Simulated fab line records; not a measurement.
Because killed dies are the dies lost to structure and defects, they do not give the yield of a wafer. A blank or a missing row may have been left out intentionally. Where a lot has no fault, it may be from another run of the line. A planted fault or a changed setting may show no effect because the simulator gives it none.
Struck lot and sound lot, side by side	flow sky130	20 steps out of a route of 708
Sound: wafers L922.2, L922.4, L922.6. Wafers struck: L928.1, L928.3, L928.6. Last of all comes the cause.
For every step that has rows: the tool of each side, followed by ch and its chambers, followed by its first start. Under that, the readings that differ: sound wafers	struck wafers	difference of the means	sigmas: that difference in standard deviations of wafers without a fault.
alike: readings whose means differ by less than 2 such deviations, and words and numbers that are the same on both sides. not compared: withheld readings, readings that some wafer has no value for, bounds like >300 that may hide the same value, and numbers for which the record gives no deviation and whose values overlap.
The two part at a step that has a row with sigmas, a row that says differs or no value, or rows on one side only. Numbers that have no deviation but don't overlap get no sigmas and don't part them. Lack of a reading on every wafer of one side parts them only where that side has two or more wafers.

SKY_POLY_GATE_THK_MEAS_21:
  sound on film_metro-03, day 20 16:54; struck on film_metro-02, day 23 04:31
  alike: POLY_GATE_OXIDATION_THK
SKY_POLY_GATE_CD_MEAS_22:
  sound on cd_sem-01, day 20 16:59; struck on cd_sem-02, day 23 04:35
  alike: cd_nm
then, 7 steps without rows for these wafers: SKY_LDD_N_DEHYDRATE_00 (time 60 s); SKY_LDD_N_HMDS_01 (prime time 60 s); SKY_LDD_N_COAT_02 (resist thk 300 nm); SKY_LDD_N_SOFTBAKE_03 (time 60 s); SKY_LDD_N_EXPOSE_04 (exposes mask NTM, target cd 840 nm); SKY_LDD_N_PEB_05; SKY_LDD_N_DEVELOP_06 (develop time 60 s).
SKY_LDD_N_OVL_MEAS_07:
  sound on overlay-01, day 21 23:44; struck on overlay-01, day 24 10:18
  alike: LDD_N_OVL
then, 2 steps without rows for these wafers: SKY_LDD_N_IMPLANT_08; SKY_LDD_N_IMPLANT_09.
SKY_LDD_N_IMPLANT_10:
  struck on implanter-01, day 24 10:38; sound on implanter-02 ch 0, day 22 00:05
  no value came back on the struck wafers for beam_energy_keV, beam_on_s (s), implant_ion_amu; on the sound wafers beam_energy_keV reads 20.007 20.004 20.001
then, 5 steps without rows for these wafers: SKY_LDD_N_IMPLANT_11; SKY_LDD_N_IMPLANT_12; SKY_LDD_N_IMPLANT_13; SKY_LDD_N_IMPLANT_14; SKY_LDD_N_IMPLANT_15.
SKY_LDD_N_STRIP_16: strips in O2/N2.
  sound on plasma_asher-04 ch 0,1, day 22 00:58; struck on plasma_asher-03 ch 0,1, day 24 11:32
reading	sound	struck	difference	sigmas
strip_time_to_endpoint_s (s)	4.309 4.320 4.314	4.153 4.166 4.144	-0.160	-11
  alike: drypump_motor_current_A, oes_product_au
  not compared: rf_hours_counter_h
SKY_LDD_N_TW_MEAS_17:
  sound on film_metro-04, day 22 01:05; struck on film_metro-04, day 24 11:38
reading	sound	struck	difference	sigmas
LDD_N_TW	2549 2564 2544	2412 2407 2407	-144	-7

## WHERE THEY PART
Last at SKY_LDD_N_TW_MEAS_17 as far as this record goes, first at SKY_LDD_N_IMPLANT_10.

WHY: the cause the simulator had injected
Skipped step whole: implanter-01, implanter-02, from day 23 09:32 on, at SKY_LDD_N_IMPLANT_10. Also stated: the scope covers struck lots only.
